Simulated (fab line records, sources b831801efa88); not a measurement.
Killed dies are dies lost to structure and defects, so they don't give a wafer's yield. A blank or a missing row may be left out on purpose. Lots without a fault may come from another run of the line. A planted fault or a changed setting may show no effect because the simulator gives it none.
fab line records | flow gf180mcu
record lots=13 wafers=39 last_day=34
route steps=602 shown STI@13 LVPWELL@64 MVSD@76 MVPSD@85
lots that met no fault: from a run of the same line without faults
start_h: hours from the record's first day to the start of the lot's first wafer shown | wait_h: hours since the lot's step before | " the same as in the row above | L1.1+2: a row that stands for several wafers | - no value, or no start given | * or withheld: withheld | < > ~ a bound
route shown NAME@n: a module of which the file shows steps, and the number in the route of the first | usual: mean/standard deviation of fault-free wafers | same: alike in all rows | chamber/n: place in a boat | sites: the reading at each site | _std_site: their standard deviation | _edge_site: outer sites' mean less inner sites' | radius_mm: how far each site lies from the wafer's centre | mask NAME#n: copy n | behind: the tool/chamber that last shaped the wafer | hold: why the lot was held/for how many hours/how that ended | device: the transistor (n, p or np) that didn't switch | end of line: the same wafers' tests at the end of the route | a step without rows: its recipe alone | killed: dies lost to structure and defects at the first sort, not the wafer's yield | map: a wafer's dies, x killed, . not, _ none there
set.NAME: the setting as run; set.NAME@STEP: as run at that earlier step | model.NAME: the simulator's own value behind a step, which no gauge read
steps of the route over a sample of lots; a table a step, a row a wafer
services: from which hour (start_h, from the record's first day; less than 0 if before it) a tool's chamber was out of use, for how many hours, and why
## steps
# step GF_STI_CD_MEAS_12
# recipe target_cd_nm=220
# usual cd_nm=220.5/1.2
# columns lot.wafer tool chamber start_h wait_h cd_nm
L203.2 cd_sem-01 - 31.16 0.1 219.8
L203.3 " - " " 219.5
L203.5 " - " " 219.2
L204.1 cd_sem-01 - 36.22 0.1 221.9
L204.3 " - " " 222.2
L204.5 " - " " 221.1
L205.1 cd_sem-02 - 41.67 0.1 221.0
L205.5 " - " " 221.8
L205.6 " - " " 220.8
L206.2 cd_sem-02 - 46.14 0.1 222.0
L206.3 " - " " 222.0
L206.5 " - " " 220.5
L208.1 cd_sem-02 - 59.18 0.1 222.3
L208.2 " - " " 221.7
L208.4 " - " " 220.9
L209.1 cd_sem-01 - 63.92 0.1 221.1
L209.2 " - " " 220.8
L209.5 " - " " 220.3
L211.3 cd_sem-02 - 71.72 0.1 220.1
L211.4 " - " " 219.4
L211.6 " - " " 218.6
L212.1 cd_sem-02 - 76.73 0.1 220.3
L212.4 " - " " 219.9
L212.6 " - " " 222.0
L215.3 cd_sem-01 - 92.73 0.1 220.6
L215.4 " - " " 221.4
L215.6 " - " " 221.3
L216.1 cd_sem-02 - 99.53 0.1 221.5
L216.2 " - " " 222.0
L216.4 " - " " 222.6
L218.3 cd_sem-01 - 109.92 0.1 220.2
L218.4 " - " " 220.0
L218.5 " - " " 219.6
L219.2 cd_sem-01 - 114.30 0.1 220.4
L219.4 " - " " 221.0
L219.6 " - " " 219.6
L222.2 cd_sem-01 - 129.16 0.1 217.9
L222.5 " - " " 218.6
L222.6 " - " " 218.2
# step GF_STI_THK_MEAS_22
# recipe reads=SiO2_of_STI_OXIDATION_21
# usual STI_OXIDATION_01_THK=15.01/0.23
# columns lot.wafer tool chamber start_h wait_h STI_OXIDATION_01_THK[nm]
L203.2 film_metro-01 - 33.02 0.0 15.38
L203.3 " - " " 15.21
L203.5 " - " " 15.17
L204.1 film_metro-04 - 38.89 0.0 15.24
L204.3 " - " " 15.09
L204.5 " - " " 15.35
L205.1 film_metro-01 - 45.60 0.0 15.07
L205.5 " - " " 14.99
L205.6 " - " " 14.97
L206.2 film_metro-03 - 49.68 0.0 14.92
L206.3 " - " " 14.88
L206.5 " - " " 14.86
L208.1 film_metro-04 - 61.06 0.0 15.09
L208.2 " - " " 15.05
L208.4 " - " " 15.06
L209.1 film_metro-03 - 65.80 0.0 14.79
L209.2 " - " " 14.88
L209.5 " - " " 14.63
L211.3 film_metro-03 - 73.56 0.0 15.34
L211.4 " - " " 14.92
L211.6 " - " " 15.09
L212.1 film_metro-04 - 78.64 0.0 15.27
L212.4 " - " " 15.47
L212.6 " - " " 15.08
L215.3 film_metro-03 - 95.06 0.0 14.99
L215.4 " - " " 14.83
L215.6 " - " " 15.09
L216.1 film_metro-04 - 101.79 0.0 15.13
L216.2 " - " " 15.27
L216.4 " - " " 15.26
L218.3 film_metro-03 - 111.80 0.0 14.67
L218.4 " - " " 14.96
L218.5 " - " " 14.64
L219.2 film_metro-03 - 116.16 0.0 14.72
L219.4 " - " " 14.98
L219.6 " - " " 14.70
L222.2 film_metro-03 - 131.00 0.0 14.75
L222.5 " - " " 15.01
L222.6 " - " " 14.95
# step GF_LVPWELL_STRIP_10
# recipe chemistry=O2/N2 power_w=1400 pressure_mtorr=1500 platen_temp_c=250 o2_flow_sccm=3000 n2_flow_sccm=300 overash_fraction=0.5
# usual drypump_motor_current_A=5.71/0.25 heater_power_w=328/33 oes_product_au=0.723/0.0042 strip_time_to_endpoint_s=36.98/0.11
# columns lot.wafer tool chamber start_h wait_h drypump_motor_current_A heater_power_w oes_product_au rf_hours_counter_h strip_time_to_endpoint_s
L203.2 plasma_asher-02 1 75.62 0.1 5.56 270 0.726 40 37.10
L203.3 " 0 " " 5.82 373 0.721 - 37.16
L203.5 " 0 " " 5.83 364 0.713 - 37.19
L204.1 plasma_asher-02 1 84.47 0.1 5.60 275 0.720 41 37.20
L204.3 " 0 " " 5.83 364 0.721 - 37.03
L204.5 " 0 " " 5.82 357 0.724 - 37.01
L205.1 plasma_asher-02 1 90.85 0.1 5.59 267 0.721 42 36.91
L205.5 " 0 " " 5.80 358 0.720 - 37.08
L205.6 " 1 " " 5.57 271 0.727 - 37.06
L206.2 plasma_asher-02 0 93.68 0.1 5.85 363 0.720 42 36.98
L206.3 " 1 " " 5.55 277 0.719 - 36.94
L206.5 " 0 " " 5.83 359 0.722 - 36.93
L208.1 plasma_asher-01 1 107.18 0.1 5.69 347 0.717 43 37.02
L208.2 " 0 " " 5.62 303 0.724 43 36.98
L208.4 " 0 " " 5.66 305 0.722 - 37.11
L209.1 plasma_asher-01 1 109.57 0.1 5.71 368 0.731 44 37.13
L209.2 " 0 " " 5.68 310 0.722 44 37.09
L209.5 " 1 " " 5.69 354 0.726 - 37.10
L211.3 plasma_asher-04 0 119.60 0.1 5.34 346 0.729 - 37.01
L211.4 " 1 " " 6.21 328 0.720 - 37.08
L211.6 " 0 " " 5.33 361 0.718 - 36.98
L212.1 plasma_asher-04 0 125.91 0.1 5.31 357 0.727 49 36.95
L212.4 " 0 " " 5.33 351 0.722 - 36.93
L212.6 " 0 " " 5.33 352 0.730 - 36.83
L215.3 plasma_asher-01 0 144.74 0.1 5.66 310 0.724 - 37.03
L215.4 " 1 " " 5.67 353 0.724 - 36.89
L215.6 " 0 " " 5.65 312 0.722 - 37.00
L216.1 plasma_asher-04 0 151.03 0.1 5.33 365 0.726 52 36.90
L216.2 " 1 " " 6.23 323 0.725 52 36.85
L216.4 " 1 " " 6.22 328 0.721 - 36.90
L218.3 plasma_asher-04 0 161.31 0.1 5.32 357 0.723 - 37.12
L218.4 " 1 " " 6.20 324 0.724 - 37.04
L218.5 " 0 " " 5.33 356 0.729 - 37.10
L219.2 plasma_asher-04 1 165.46 0.1 6.20 317 0.723 54 36.84
L219.4 " 1 " " 6.22 312 0.716 - 36.85
L219.6 " 1 " " 6.22 321 0.722 - 36.77
L222.2 plasma_asher-04 1 184.41 0.1 6.20 320 0.971 55 -
L222.5 " 0 " " 5.32 364 0.966 - -
L222.6 " 1 " " 6.23 325 0.969 - -
# step GF_MVSD_STRIP_10
# recipe chemistry=O2/N2 power_w=1400 pressure_mtorr=1500 platen_temp_c=250 o2_flow_sccm=3000 n2_flow_sccm=300 overash_fraction=0.5
# usual drypump_motor_current_A=5.61/0.19 heater_power_w=318/33 oes_product_au=0.722/0.0044 strip_time_to_endpoint_s=36.98/0.094
# columns lot.wafer tool chamber start_h wait_h drypump_motor_current_A heater_power_w oes_product_au rf_hours_counter_h strip_time_to_endpoint_s
L203.2 plasma_asher-01 0 89.32 0.1 5.62 305 0.723 42 36.98
L203.3 " 1 " " 5.67 350 0.720 - 37.14
L203.5 " 1 " " 5.67 354 0.724 - 37.19
L204.1 plasma_asher-01 0 97.80 0.1 5.63 309 0.718 42 36.88
L204.3 " 0 " " 5.68 309 0.715 - 36.83
L204.5 " 1 " " 5.68 351 0.722 - 36.90
L205.1 plasma_asher-03 1 105.00 0.1 5.57 305 0.720 31 36.87
L205.5 " 0 " " 5.10 315 0.727 - 36.90
L205.6 " 1 " " 5.58 308 0.721 - 36.92
L206.2 plasma_asher-01 0 108.17 0.1 5.63 299 0.727 43 37.02
L206.3 " 1 " " 5.65 344 0.721 - 37.04
L206.5 " 0 " " 5.64 308 0.718 - 37.08
L208.1 plasma_asher-01 1 121.76 0.1 5.67 347 0.716 45 37.06
L208.2 " 0 " " 5.68 308 0.722 45 37.09
L208.4 " 0 " " 5.66 318 0.719 - 37.01
L209.1 plasma_asher-01 1 124.66 0.1 5.68 358 0.724 46 36.98
L209.2 " 0 " " 5.67 312 0.715 46 36.92
L209.5 " 1 " " 5.68 357 0.722 - 36.85
L211.3 plasma_asher-01 0 135.10 0.1 5.66 303 0.724 - 37.07
L211.4 " 1 " " 5.70 363 0.720 - 36.87
L211.6 " 1 " " 5.69 354 0.722 - 36.90
L212.1 plasma_asher-03 1 141.57 0.1 5.58 310 0.721 37 37.02
L212.4 " 1 " " 5.57 311 0.719 - 37.00
L212.6 " 0 " " 5.10 309 0.726 - 37.01
L215.3 plasma_asher-03 1 161.19 0.1 5.58 311 0.719 - 36.78
L215.4 " 0 " " 5.10 316 0.719 - 36.81
L215.6 " 0 " " 5.10 299 0.725 - 36.89
L216.1 plasma_asher-02 0 167.10 0.1 5.84 356 0.720 2 36.68
L216.2 " 1 " " 5.56 256 0.731 2 36.83
L216.4 " 1 " " 5.55 265 0.727 - 36.82
L218.3 plasma_asher-02 0 178.50 0.1 5.83 357 0.721 - 36.91
L218.4 " 1 " " 5.57 263 0.725 - 36.96
L218.5 " 1 " " 5.58 260 0.723 - 37.07
L219.2 plasma_asher-02 1 182.00 0.1 5.53 265 0.726 3 36.97
L219.4 " 0 " " 5.85 359 0.729 - 37.02
L219.6 " 0 " " 5.82 343 0.720 - 36.95
L222.2 plasma_asher-01 1 202.06 0.1 5.67 359 0.717 54 40.79
L222.5 " 0 " " 5.62 299 0.722 - 40.80
L222.6 " 1 " " 5.67 353 0.734 - 40.67
# step GF_MVSD_TW_MEAS_11
# usual MVSD_TW=1579/12
# columns lot.wafer tool chamber start_h wait_h MVSD_TW
L203.2 film_metro-04 - 89.43 0.1 1577
L203.3 " - " " 1580
L203.5 " - " " 1579
L204.1 film_metro-02 - 97.90 0.1 1575
L204.3 " - " " 1584
L204.5 " - " " 1578
L205.1 film_metro-02 - 105.10 0.1 1576
L205.5 " - " " 1584
L205.6 " - " " 1579
L206.2 film_metro-04 - 108.28 0.1 1588
L206.3 " - " " 1579
L206.5 " - " " 1586
L208.1 film_metro-02 - 121.86 0.1 1566
L208.2 " - " " 1574
L208.4 " - " " 1570
L209.1 film_metro-04 - 124.76 0.1 1580
L209.2 " - " " 1570
L209.5 " - " " 1586
L211.3 film_metro-01 - 135.20 0.1 1581
L211.4 " - " " 1580
L211.6 " - " " 1582
L212.1 film_metro-02 - 141.67 0.1 1570
L212.4 " - " " 1574
L212.6 " - " " 1572
L215.3 film_metro-04 - 161.27 0.1 1603
L215.4 " - " " 1600
L215.6 " - " " 1598
L216.1 film_metro-01 - 167.20 0.1 1561
L216.2 " - " " 1559
L216.4 " - " " 1560
L218.3 film_metro-01 - 178.59 0.1 1564
L218.4 " - " " 1565
L218.5 " - " " 1566
L219.2 film_metro-01 - 182.11 0.1 1559
L219.4 " - " " 1557
L219.6 " - " " 1562
L222.2 film_metro-02 - 202.17 0.1 1514
L222.5 " - " " 1524
L222.6 " - " " 1524
# step GF_MVPSD_OVL_MEAS_07
# usual MVPSD_OVL=-1.4/1.3
# columns lot.wafer tool chamber start_h wait_h MVPSD_OVL[nm]
L203.2 overlay-01 - 103.00 - -3.4
L203.3 " - " " -3.8
L203.5 " - " " -3.0
L204.1 overlay-02 - 112.72 - -1.4
L204.3 " - " " -0.9
L204.5 " - " " -1.8
L205.1 overlay-02 - 119.99 - -2.7
L205.5 " - " " -0.8
L205.6 " - " " -3.3
L206.2 overlay-02 - 122.32 - -0.9
L206.3 " - " " -1.3
L206.5 " - " " -3.2
L208.1 overlay-01 - 137.82 - -0.9
L208.2 " - " " -0.6
L208.4 " - " " -1.9
L209.1 overlay-01 - 140.24 - 0.5
L209.2 " - " " 1.3
L209.5 " - " " 0.4
L211.3 overlay-02 - 150.45 - 1.2
L211.4 " - " " 0.9
L211.6 " - " " 1.4
L212.1 overlay-02 - 157.79 - -2.9
L212.4 " - " " -2.9
L212.6 " - " " -2.6
L215.3 overlay-02 - 177.80 - -0.9
L215.4 " - " " -1.0
L215.6 " - " " -0.3
L216.1 overlay-01 - 183.79 - 0.0
L216.2 " - " " -2.0
L216.4 " - " " -1.2
L218.3 overlay-01 - 195.48 - -1.5
L218.4 " - " " -1.4
L218.5 " - " " -1.1
L219.2 overlay-02 - 199.75 - -1.9
L219.4 " - " " 1.0
L219.6 " - " " -2.5
L222.2 overlay-01 - 219.65 - -3.2
L222.5 " - " " -0.8
L222.6 " - " " -0.9
## services
# columns tool chamber start_h hours kind
plasma_asher-02 - 53.30 2.8 pm
plasma_asher-02 - 108.75 9.0 pm
plasma_asher-02 0 108.75 9.0 vent_cycle
plasma_asher-02 1 108.75 9.0 vent_cycle
plasma_asher-03 - 116.08 1.5 repair
plasma_asher-02 0 117.75 - clean
plasma_asher-02 1 117.75 - clean
plasma_asher-02 - 119.00 28.1 pm
plasma_asher-04 - 129.39 5.7 repair
plasma_asher-02 - 148.04 3.2 repair
plasma_asher-01 - 161.15 2.8 pm
## key
first_sign step=GF_LVPWELL_STRIP_10 reading=oes_product_au direction=up sigmas=59 usual=0.723 struck=0.969
effect step=GF_MVSD_STRIP_10 reading=strip_time_to_endpoint_s direction=up sigmas=40 usual=* struck=*
effect step=GF_MVSD_TW_MEAS_11 reading=MVSD_TW direction=down sigmas=4.7 usual=1579 struck=1521
met_at GF_LVPWELL_STRIP_10
struck_lots L222
sort_left_out L222.2,L222.5,L222.6
tester_left_out L222
not_acting_at GF_STI_CD_MEAS_12,GF_STI_THK_MEAS_22,GF_MVPSD_OVL_MEAS_07
onset_between 165.46 184.41
fault kind=strip_aborted tool=plasma_asher-04 chamber=- onset_h=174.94 steps=GF_LVPWELL_STRIP_10 offset=0.39986 end_h=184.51
# tester_left_out: of these lots the tester's yield and bins aren't shown, on N5 and GAA mostly nor the transistor test; their killed dies are dies lost to structure and defects alone, not to doping, threshold or leakage, so they don't give the yield
# sort_left_out: the simulated sort isn't trusted on such a fault, so these wafers' sort isn't shown, and their yield isn't known
